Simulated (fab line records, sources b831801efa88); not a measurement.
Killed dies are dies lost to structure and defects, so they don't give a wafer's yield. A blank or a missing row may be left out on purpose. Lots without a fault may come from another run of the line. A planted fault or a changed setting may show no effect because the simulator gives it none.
Chamber matching | flow gf180mcu | GF_SAB_ETCH_11 on rie_diel-01: 4 sister chambers
The step etches SiO2 in C4F8/O2/Ar, target depth 55 nm, time 8.5 s. 8 wafers are shown with their chamber, then 8 later ones without.

WAFERS WITH THEIR CHAMBER
wafer  | chamber | oes_product_au (a.u.)
L076.5 | 1       | 0.997
L079.3 | 2       | 0.985
L079.6 | 2       | 0.979
L084.4 | 1       | 1.010
L088.2 | 0       | 1.004
L088.3 | 3       | 1.008
L088.5 | 0       | 1.011
L089.1 | 3       | 0.994

WAFERS WITHOUT THEIR CHAMBER
wafer  | oes_product_au (a.u.)
L089.2 | 1.004
L089.3 | 0.983
L094.1 | 1.012
L094.2 | 1.015
L094.4 | 1.000
L095.2 | 0.998
L095.5 | 1.010
L095.6 | 0.994

WHICH CHAMBER EACH WENT THROUGH
wafer  | from the rows above               | in truth
L089.2 | can't be placed: 1 or 3 or 0      | 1
L089.3 | 2                                 | 2
L094.1 | can't be placed: 0 or 1 or 3      | 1
L094.2 | can't be placed: 0 or 1 or 3      | 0
L094.4 | can't be placed: 3 or 1 or 0      | 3
L095.2 | can't be placed: 3 or 1 or 0 or 2 | 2
L095.5 | can't be placed: 0 or 1 or 3      | 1
L095.6 | can't be placed: 3 or 1 or 2 or 0 | 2
Placed correctly: 1 of 8. Can't be placed from these rows: 7 (the true chamber is among the candidates in 7). Placed wrongly: 0.
How it was worked out, from the rows above alone: a wafer's distance from a chamber is the root of the sum, over the readings, of the square of ((its reading less the chamber's mean) divided by the reading's scatter). The wafer belongs to the nearest chamber; if the next one is less than 2 further off, it can't be placed. A chamber's mean is the mean of its shown wafers. The scatter: the root of (the sum of the squares of (reading less its chamber's mean) over the shown wafers, divided by (wafers less chambers)).
